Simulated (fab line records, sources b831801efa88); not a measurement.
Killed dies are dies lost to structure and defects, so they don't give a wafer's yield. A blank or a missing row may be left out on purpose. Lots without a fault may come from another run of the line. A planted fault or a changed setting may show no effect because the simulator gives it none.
Which tool did it? | flow sky130 | 10 lots, 29 wafers sampled, at 6 steps of a route of 708

WHAT THE GAUGES READ, wafer by wafer
SKY_METAL1_OVL_MEAS_16.
lot  | measured     | on         | METAL1_OVL (nm)
L503 | day 33 23:13 | overlay-01 | 10 8 1
L506 | day 34 23:56 | overlay-02 | 11 -2 11
L505 | day 35 01:46 | overlay-01 | 21 -5 7
L507 | day 35 17:07 | overlay-01 | 1 9 8
L513 | day 37 20:17 | overlay-02 | 4 -1 7
L514 | day 37 20:38 | overlay-01 | -1 2 1
L518 | day 37 21:14 | overlay-02 | 7 10 3
L515 | day 38 00:20 | overlay-02 | 2 4 3
L519 | day 38 05:14 | overlay-01 | -2 -1 4
L521 | day 38 17:32 | overlay-02 | 5 0

SKY_METAL2_RS_MEAS_05: measures by four-point-probe.
lot  | measured     | on            | METAL2_ALCU_RS (ohm/sq)
L503 | day 35 05:39 | film_metro-01 | 0.1267 0.1247 0.1265
L506 | day 36 05:01 | film_metro-04 | 0.1286 0.1282 0.1286
L505 | day 36 06:51 | film_metro-01 | 0.1264 0.1262 0.1249
L507 | day 36 20:59 | film_metro-01 | 0.1272 0.1269 0.1261
L513 | day 39 00:39 | film_metro-02 | 0.1264 0.1254 0.1260
L514 | day 39 01:00 | film_metro-04 | 0.1246 0.1267 0.1255
L518 | day 39 01:36 | film_metro-02 | 0.1244 0.1245 0.1264
L515 | day 39 03:43 | film_metro-04 | 0.1267 0.1269 0.1253
L519 | day 39 09:49 | film_metro-01 | 0.1269 0.1274 0.2525 0.1271 0.1273 0.2524
L521 | day 39 21:09 | film_metro-01 | 0.1274 0.2524 0.1270 0.2524

SKY_METAL2_THK_MEAS_06: measures by xrf.
lot  | measured     | on            | METAL2_ALCU_THK (nm)
L503 | day 35 05:46 | film_metro-01 | 248.3 252.2 250.0
L506 | day 36 05:08 | film_metro-04 | 247.3 248.9 248.1
L505 | day 36 06:58 | film_metro-01 | 251.0 251.1 253.2
L507 | day 36 21:07 | film_metro-01 | 248.7 249.6 249.0
L513 | day 39 00:45 | film_metro-02 | 253.4 253.6 255.2
L514 | day 39 01:06 | film_metro-04 | 253.2 248.2 253.2
L518 | day 39 01:42 | film_metro-02 | 257.5 257.6 254.8
L515 | day 39 03:50 | film_metro-04 | 248.3 249.1 252.0
L519 | day 39 17:02 | film_metro-01 | 249.0 246.9 129.5 247.9 247.3 130.6
L521 | day 40 02:34 | film_metro-01 | 249.3 128.8 249.9 128.7

WHICH TOOL RAN EACH LOT (tool, then ch and the chambers of the sampled wafers, then the start)
lot  | SKY_VIA1_CMP_02               | SKY_METAL2_SPUTTER_01        | SKY_METAL2_SPUTTER_02
L503 | cmp-02 ch 0,1,2, day 34 00:32 | pvd_sputter-02, day 35 05:32 | pvd_sputter-02, day 35 05:33
L506 | cmp-01 ch 2,3, day 35 01:11   | pvd_sputter-04, day 36 04:53 | pvd_sputter-04, day 36 04:55
L505 | cmp-02 ch 0,2, day 35 02:50   | pvd_sputter-02, day 36 06:44 | pvd_sputter-02, day 36 06:46
L507 | cmp-01 ch 0,2,3, day 35 18:12 | pvd_sputter-02, day 36 20:53 | pvd_sputter-02, day 36 20:54
L513 | cmp-02 ch 1,2,3, day 37 21:27 | pvd_sputter-01, day 39 00:29 | pvd_sputter-01, day 39 00:31
L514 | cmp-01 ch 0,1, day 37 21:39   | pvd_sputter-02, day 39 00:50 | pvd_sputter-02, day 39 00:52
L518 | cmp-01 ch 1,2,3, day 37 22:32 | pvd_sputter-02, day 39 01:26 | pvd_sputter-02, day 39 01:28
L515 | cmp-02 ch 0,1,2, day 38 01:31 | pvd_sputter-02, day 39 03:35 | pvd_sputter-02, day 39 03:37
L519 | cmp-02 ch 0,1,3, day 38 06:29 | pvd_sputter-02, day 39 09:41 | pvd_sputter-02, day 39 09:42
L521 | cmp-02 ch 0,1, day 38 18:40   | pvd_sputter-02, day 39 21:02 | pvd_sputter-02, day 39 21:04
- SKY_VIA1_CMP_02: polishes SiO2.
- SKY_METAL2_SPUTTER_01: material TiN, target thk 20 nm, time 16.7 s.
- SKY_METAL2_SPUTTER_02: material AlCu, target thk 250 nm, time 13.3 s.

WHAT THE TOOLS THEMSELVES READ (means of the sampled wafers that have a number; where no wafer has one, the mark that the record gives instead)
SKY_VIA1_CMP_02.
lot  | tool   | head_pressure_psi (psi) | motor_current_A (A)
L503 | cmp-02 | 4.004                   | 12.3
L506 | cmp-01 | 4.002                   | 10.8
L505 | cmp-02 | 3.998                   | 12.8
L507 | cmp-01 | 4.015                   | 10.8
L513 | cmp-02 | 3.993                   | 13.3
L514 | cmp-01 | 3.996                   | 9.9
L518 | cmp-01 | 4.005                   | 11.9
L515 | cmp-02 | 4.003                   | 12.5
L519 | cmp-02 | 4.006                   | 11.4
L521 | cmp-02 | 4.002                   | 11.8

SKY_METAL2_SPUTTER_01.
lot  | tool           | throttle_valve_pct (%)
L503 | pvd_sputter-02 | 31.4
L506 | pvd_sputter-04 | 30.2
L505 | pvd_sputter-02 | 31.2
L507 | pvd_sputter-02 | 30.1
L513 | pvd_sputter-01 | 29.1
L514 | pvd_sputter-02 | 31.1
L518 | pvd_sputter-02 | 30.9
L515 | pvd_sputter-02 | 30.4
L519 | pvd_sputter-02 | 31.3
L521 | pvd_sputter-02 | 31.1

SKY_METAL2_SPUTTER_02.
lot  | tool           | throttle_valve_pct (%)
L503 | pvd_sputter-02 | 31.4
L506 | pvd_sputter-04 | 30.4
L505 | pvd_sputter-02 | 31.3
L507 | pvd_sputter-02 | 30.0
L513 | pvd_sputter-01 | 29.2
L514 | pvd_sputter-02 | 30.9
L518 | pvd_sputter-02 | 30.7
L515 | pvd_sputter-02 | 30.4
L519 | pvd_sputter-02 | 31.5
L521 | pvd_sputter-02 | 30.9

THE ANSWER, worked out from the rows above alone
Rule: what is usual is taken from the lots themselves. Put in order of their means at a reading, lots are off if they are a third of the lots or fewer, leave a main group of 4 or more, and stand apart from it by a gap of 3 or more times the standard deviation of the main group's means; of several such gaps the widest counts. A main group whose means are all the same, to the digits that the tables above print for the reading, isn't used. A lot without any number at a reading at which 4 lots or more have one is off too. The other lots that the step has rows for count as sound. The gauges are gone through in route order, then the tools' own readings, and for those a lot's mean is taken as printed above. The first step at which some lot is off is used, and at that step the reading that is off furthest; a lot without a number counts as furthest.
Off: L519, L521, at SKY_METAL2_RS_MEAS_05 (METAL2_ALCU_RS). The main group: mean 0.1262 ohm/sq, standard deviation 0.00095.
A tool fits if, at a process step before that reading, it ran every lot that is off, and no sound lot after the first of them. The gauges at SKY_METAL2_RS_MEAS_05 are tried like those tools. Can't be told from this: 3 tools fit, cmp-02 at SKY_VIA1_CMP_02, pvd_sputter-02 at SKY_METAL2_SPUTTER_01 and SKY_METAL2_SPUTTER_02, film_metro-01 at SKY_METAL2_RS_MEAS_05.

WHAT THE SIMULATOR HAD PUT IN
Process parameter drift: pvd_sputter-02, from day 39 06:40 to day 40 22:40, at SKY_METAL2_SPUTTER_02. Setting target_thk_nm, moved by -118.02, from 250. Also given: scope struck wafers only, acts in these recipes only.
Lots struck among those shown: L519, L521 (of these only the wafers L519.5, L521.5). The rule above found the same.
